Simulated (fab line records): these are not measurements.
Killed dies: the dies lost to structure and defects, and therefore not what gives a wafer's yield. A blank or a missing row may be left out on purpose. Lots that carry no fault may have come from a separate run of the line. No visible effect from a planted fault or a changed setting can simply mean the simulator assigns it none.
Struck lot and sound lot, side by side | flow sfq_line | 17 steps out of a route of 325
Sound: the wafers L567.2, L567.5, L567.6. Struck: wafer L564.3 (left out: L564.1, L564.4 of the same lot, which were not struck); the cause appears at the end.
At each step with rows: each side's tool, then ch and its chambers, then its first start. Under that, the readings that differ: sound wafers | struck wafers | difference of the means | sigmas: that difference in standard deviations of wafers without a fault.
alike: a reading whose means differ by less than 2 such deviations, as well as words and numbers matching on both sides. not compared: withheld readings; readings where some wafer has no value; bounds like >300 that might hide an equal value; numbers whose values overlap and for which the record gives no deviation.
A row with sigmas, a row that says differs or no value, or rows on one side alone: a step with any of these is where the two part. Non-overlapping numbers with no deviation appear without sigmas and do not part them. A reading that every wafer of one side lacks parts them only if that side has two wafers or more.

SFQ_TRILAYER_L0_VIA_BARC_OPEN_VIA_ETCH_021: etches BARC in O2, target depth 125 nm, time 41.7 s.
  sound on rie_diel-04 ch 0,2,3, day 8 10:58; struck on rie_diel-03 ch 0, day 7 13:54
  alike: drypump_motor_current_A, oes_product_au
  not compared: rf_hours_counter_h
SFQ_TRILAYER_L0_VIA_ETCH_VIA_ETCH_016: etches SiO2 in CHF3, stops on MoNx KI, target depth 80 nm.
  sound on rie_diel-04 ch 0,2,3, day 8 11:00; struck on rie_diel-03 ch 0, day 7 13:56
  alike: drypump_motor_current_A, oes_product_au
SFQ_TRILAYER_L0_VIA_STRIP_STRIP_017: strips in O2.
  sound on rie_metal-02 ch 0,1, day 8 11:02; struck on rie_metal-04 ch 0, day 7 13:59
  reading                     | sound             | struck | difference | sigmas
  drypump_motor_current_A (A) | 6.4 6.8 6.4       | 5.7    | -0.8       | -3
  oes_product_au (a.u.)       | 1.005 1.014 1.000 | 0.989  | -0.017     | -2
  not compared: rf_hours_counter_h
then, 2 steps without rows for these wafers: SFQ_TRILAYER_L0_VIA_STRIP_SOLV_CLEAN_018 (cleans in NMP, time 600 s); SFQ_TRILAYER_M0_DEP_PRE_CLEAN_020 (time 15 s).
SFQ_TRILAYER_M0_DEP_SPUTTER_019: material Nb, target thk 200 nm, time 133.3 s.
  sound on pvd_sputter-05 at day 8 11:50; struck on pvd_sputter-05 at day 7 14:47
  alike: chamber_pressure_pa, throttle_valve_pct
SFQ_M0_RS_MEAS_904: uses a four-point probe to measure.
  sound on film_metro-02 at day 8 11:57; struck on film_metro-03 at day 7 14:52
  alike: M0_NB_RS
then, 4 steps without rows for these wafers: SFQ_TRILAYER_M0_LITHO_COAT_026 (resist thk 62 nm); SFQ_TRILAYER_M0_LITHO_COAT_021 (resist thk 600 nm); SFQ_TRILAYER_M0_LITHO_SOFTBAKE_025; SFQ_TRILAYER_M0_LITHO_EXPOSE_022 (exposes mask M0, target cd 500 nm).
-- the record jumps here: 3 days lie between the struck wafers' starts before and after --
SFQ_TRILAYER_M0_LITHO_PEB_024: peb time 60 s.
  sound on litho_track-03 ch 0, day 12 08:23; struck on litho_track-02 ch 0, day 11 01:10
  reading                  | sound             | struck | difference | sigmas
  heater_power_total_W (W) | 79.18 79.17 79.11 | 81.18  | +2.03      | +29
  alike: exhaust_pa
then, 1 step without rows for these wafers: SFQ_TRILAYER_M0_LITHO_DEVELOP_023 (time 60 s).
SFQ_M0_OVL_MEAS_906:
  sound on overlay-02 at day 12 08:40; struck on overlay-02 at day 11 01:28
  alike: M0_OVL
SFQ_TRILAYER_M0_BARC_OPEN_METAL_ETCH_031: etches BARC in O2, target depth 125 nm, time 41.7 s.
  sound on rie_metal-03 ch 0,1, day 12 08:42; struck on rie_metal-04 ch 1, day 11 01:30
  reading             | sound             | struck | difference | sigmas
  model.M0.cd_nm (nm) | 501.3 500.5 499.9 | 509.2  | +8.6       |
  alike: drypump_motor_current_A, oes_product_au
  not compared: rf_hours_counter_h
SFQ_TRILAYER_M0_ETCH_METAL_ETCH_024: etches Nb in Cl2/Ar, stops on SiO2, target depth 240 nm, time 120 s.
  sound on rie_metal-03 ch 0,1, day 12 08:46; struck on rie_metal-04 ch 1, day 11 01:34
  reading               | sound             | struck | difference | sigmas
  oes_product_au (a.u.) | 0.899 0.885 0.897 | 0.907  | +0.013     | +2
  model.M0.cd_nm (nm)   | 501.6 501 501.2   | 509.4  | +8.1       |
  alike: drypump_motor_current_A
  not compared: rf_hours_counter_h
SFQ_TRILAYER_M0_STRIP_STRIP_025: strips in O2.
  sound on rie_metal-03 ch 0,1, day 12 08:53; struck on rie_metal-04 ch 1, day 11 01:41
  alike: drypump_motor_current_A, oes_product_au
  not compared: rf_hours_counter_h

## WHERE THEY PART
First at SFQ_TRILAYER_L0_VIA_STRIP_STRIP_017; last, within this record, at SFQ_TRILAYER_M0_ETCH_METAL_ETCH_024. Later steps at which nothing parts them and some readings are alike: SFQ_TRILAYER_M0_STRIP_STRIP_025.

WHY: the cause the simulator had injected
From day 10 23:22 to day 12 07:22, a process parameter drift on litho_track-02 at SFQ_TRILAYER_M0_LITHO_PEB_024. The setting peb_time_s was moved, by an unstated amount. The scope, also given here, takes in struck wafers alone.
